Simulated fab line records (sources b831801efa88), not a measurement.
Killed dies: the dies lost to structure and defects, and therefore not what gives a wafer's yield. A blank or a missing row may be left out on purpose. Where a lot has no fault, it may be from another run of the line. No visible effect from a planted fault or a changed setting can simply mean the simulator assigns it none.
The same fault as seen by 2 desks | flow gf180mcu | each desk has only its own numbers; what lay behind them comes last

== DESK OF THE TOOL OWNER: cvd-w-01 ==
The tool's own readings at GF_CONTACT_CVD_24 (deposits W, target thk 300 nm, time 90.339 s): means of the sampled wafers that have a number, for each lot that ran on this tool. A lot is out of limits, marked OUT, if its mean lies more than 4 standard deviations from the usual mean; the brackets give that distance.
Columns: A = heater-power-w at GF_CONTACT_CVD_24, usual 883 W; B = susceptor-temp-C at GF_CONTACT_CVD_24, usual 400.01 C
lot  | first seen here | A    | B
L512 | day 17 15:19    | 834  | 400.09
L513 | day 17 23:43    | 832  | 399.93
L514 | day 18 08:22    | 824  | 400.37
L517 | day 19 15:18    | 831  | 399.99
L521 | day 20 22:22    | 839  | 399.93
L523 | day 21 18:12    | 1039 | 443.17 (+99 or more) OUT
L524 | day 21 20:43    | 1065 | 443.09 (+99 or more) OUT
L525 | day 22 11:52    | 1052 | 442.89 (+99 or more) OUT
This desk finds L523, L524, L525 out of limits, L523 being first, at day 21 18:12 (susceptor-temp-C at GF_CONTACT_CVD_24). L512, L513, L514, L517, L521 stayed within limits.

== FROM THE METROLOGY DESK ==
What the gauges read for every lot (on any tool): the sampled wafers with a number, averaged. A lot is out of limits, marked OUT, if its mean lies more than 4 standard deviations from the usual mean; the brackets give that distance.
Columns: A = CONTACT_W_RS at GF_CONTACT_RS_MEAS_25, usual 0.380 ohm/sq; B = CONTACT_W_THK at GF_CONTACT_THK_MEAS_26, usual 292 nm; C = M1_ALCU_RS at GF_M1_RS_MEAS_05, usual 0.0694 ohm/sq
lot  | first seen here | A               | B             | C
L512 | day 17 15:25    | 0.373           | 294           | 0.0688
L513 | day 17 23:49    | 0.377           | 293           | 0.0690
L514 | day 18 08:29    | 0.382           | 293           | 0.0703
L517 | day 19 15:25    | 0.379           | 292           | 0.0697
L519 | day 20 12:14    | 0.382           | 290           | 0.0693
L520 | day 20 18:22    | 0.384           | 291           | 0.0684
L521 | day 20 22:28    | 0.383           | 292           | 0.0687
L523 | day 21 18:23    | 0.229 (-27) OUT | 472 (+43) OUT | 0.0673
L524 | day 21 20:49    | 0.230 (-27) OUT | 471 (+43) OUT | 0.0689
L525 | day 22 12:01    | 0.228 (-28) OUT | 473 (+43) OUT | 0.0709
L530 | day 23 20:20    | 0.382           | 294           | 0.0700
Per this desk, out of limits: L523, L524, L525; the first was L523, day 21 18:23 (CONTACT_W_RS at GF_CONTACT_RS_MEAS_25). L512, L513, L514, L517, L519, L520, L521, L530 stayed within limits.

== ALL TOGETHER ==
The tool owner's desk had the chance to raise an alarm at day 21 18:12 on L523, L524, L525.
Metrology desk: alarm possible at day 21 18:23 on L523, L524, L525.
Of the lots named, all ran GF_CONTACT_CVD_24 on cvd-w-01.

== WHAT THE SIMULATOR HAD PUT IN ==
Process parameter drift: cvd-w-01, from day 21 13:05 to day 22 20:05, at GF_CONTACT_CVD_24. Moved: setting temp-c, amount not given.
Struck lots among those shown: L523, L524, L525.
Hours from the fault's start to each desk's first reading out of limits: the tool owner's desk, 5; the metrology desk, 5.
